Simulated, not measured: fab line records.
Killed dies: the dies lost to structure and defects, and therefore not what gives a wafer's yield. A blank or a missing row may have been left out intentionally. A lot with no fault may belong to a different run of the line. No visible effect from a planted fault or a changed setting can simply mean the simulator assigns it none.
Which of the tools did it? + flow gf180mcu + 36 wafers from 12 lots sampled at 3 of the route's 602 steps

## WHAT THE GAUGES READ, wafer by wafer
GF_V2_THK_MEAS_25: measures by xrf. Usual: V2_W_THK typically reads 350 nm, with standard deviation 8.1.
| lot  | measured     | on            | V2_W_THK (nm) | flag |
|------|--------------|---------------|---------------|------|
| L611 | day 21 00:14 | film metro-02 | 347 342 346   |      |
| L610 | day 21 04:01 | film metro-01 | 358 363 355   |      |
| L612 | day 21 09:10 | film metro-02 | 350 353 349   |      |
| L613 | day 22 00:49 | film metro-01 | 363 360 367   |      |
| L615 | day 22 17:52 | film metro-04 | 344 352 345   |      |
| L617 | day 23 02:51 | film metro-01 | 348 345 349   |      |
| L618 | day 23 17:14 | film metro-01 | 344 349 349   |      |
| L619 | day 24 02:13 | film metro-01 | 361 362 359   |      |
| L627 | day 26 17:07 | film metro-04 | 327 331 334   |      |
| L629 | day 27 07:52 | film metro-04 | 342 345 349   |      |
| L630 | day 27 08:06 | film metro-02 | 348 349 351   |      |
| L632 | day 28 01:43 | film metro-02 | 356 360 361   |      |

GF_V3_THK_MEAS_03. Usual: V3_CVD_02_THK typically reads 854 nm, with standard deviation 11.
| lot  | measured     | on            | V3_CVD_02_THK (nm) | flag |
|------|--------------|---------------|--------------------|------|
| L611 | day 22 01:56 | film metro-01 | 864 855 860        |      |
| L610 | day 22 05:31 | film metro-01 | 847 838 831        |      |
| L612 | day 22 09:49 | film metro-04 | 854 862 857        |      |
| L613 | day 23 01:46 | film metro-04 | 847 855 861        |      |
| L615 | day 23 18:07 | film metro-03 | 848 844 847        |      |
| L617 | day 24 02:58 | film metro-04 | 854 857 857        |      |
| L618 | day 24 16:32 | film metro-03 | 839 852 877        |      |
| L619 | day 25 01:41 | film metro-03 | 846 856 867        |      |
| L627 | day 27 14:54 | film metro-03 | 408 400 409        | OFF  |
| L629 | day 28 05:25 | film metro-03 | 416 433 411        | OFF  |
| L630 | day 28 05:20 | film metro-01 | 849 848 861        |      |
| L632 | day 28 22:41 | film metro-03 | 840 862 867        |      |

## WHAT TOOL EACH LOT RAN ON (gives the tool, then ch and the chambers of the sampled wafers, and finally the start)
| lot  | GF_V3_CVD_02                    |
|------|---------------------------------|
| L611 | pecvd-02 ch 0,1, day 22 01:52   |
| L610 | pecvd-01 ch 0,1,2, day 22 05:27 |
| L612 | pecvd-02 ch 0,1, day 22 09:44   |
| L613 | pecvd-02 ch 0,1,2, day 23 01:41 |
| L615 | pecvd-04 ch 0,1,2, day 23 18:03 |
| L617 | pecvd-04 ch 0,1,2, day 24 02:53 |
| L618 | pecvd-02 ch 1,2, day 24 16:28   |
| L619 | pecvd-04 ch 0,1,2, day 25 01:36 |
| L627 | pecvd-02 ch 0,2, day 27 14:50   |
| L629 | pecvd-02 ch 0,1,2, day 28 05:21 |
| L630 | pecvd-01 ch 1,2, day 28 05:16   |
| L632 | pecvd-01 ch 1,2, day 28 22:36   |
- GF_V3_CVD_02: deposits SiO2 from TEOS, target thk 850 nm, time 94.851 s.

## WHAT THE TOOLS THEMSELVES READ (means of the sampled wafers that have a number; where no wafer has one, the mark that the record gives instead)
GF_V3_CVD_02. Usual: heater power w 654 W, standard deviation 65; run length s 122.8 s, standard deviation 0.38.
| lot  | tool     | heater power w (W) | run length s (s) | flag |
|------|----------|--------------------|------------------|------|
| L611 | pecvd-02 | 622                | 122.7            |      |
| L610 | pecvd-01 | 670                | 122.8            |      |
| L612 | pecvd-02 | 650                | 122.7            |      |
| L613 | pecvd-02 | 682                | 122.3            |      |
| L615 | pecvd-04 | 614                | 122.7            |      |
| L617 | pecvd-04 | 678                | 123.0            |      |
| L618 | pecvd-02 | 745                | 122.5            |      |
| L619 | pecvd-04 | 652                | 123.1            |      |
| L627 | pecvd-02 | 648                | 73.8             | OFF  |
| L629 | pecvd-02 | 698                | 73.8             | OFF  |
| L630 | pecvd-01 | 646                | 122.7            |      |
| L632 | pecvd-01 | 668                | 123.0            |      |

## THE ANSWER, worked out from the rows above alone
Rule: lot off if the mean of its wafers having a number is beyond 3 standard deviations from the usual mean. Also off: a lot with no number at a reading for which 4 or more lots have one. All remaining lots with rows at the step are treated as sound. First the gauges in route order, then the tools' own readings, where a lot's mean is used as printed above. At the first step where some lot is off, the reading lying furthest off is the one used; lots without a number count as furthest.
Off: L627, L629, seen at GF_V3_THK_MEAS_03 (V3_CVD_02_THK).
A tool fits if, at a process step before that reading, it ran every lot that is off, and no sound lot after the first of them. The gauges at GF_V3_THK_MEAS_03 aren't tried: what is off there is off at GF_V3_CVD_02 too, on other tools, and a gauge's error can't cause that. One fits: pecvd-02 at GF_V3_CVD_02. A fault onset in the window from L618 (day 24 16:28, its last sound lot) to L627 (day 27 14:50, its first lot off) fits.
On the lots that are off, the tool's own readings at GF_V3_CVD_02 differ by more than 5 times the standard deviation of the sound lots' means, which bears it out; run length s reads 73.8 s there versus 122.8 s on the sound lots.

## WHAT WAS PUT IN BY THE SIMULATOR
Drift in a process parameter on pecvd-02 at GF_V3_CVD_02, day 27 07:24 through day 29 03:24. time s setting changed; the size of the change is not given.
Struck lots among those shown: L627, L629. Same finding as the rule above.
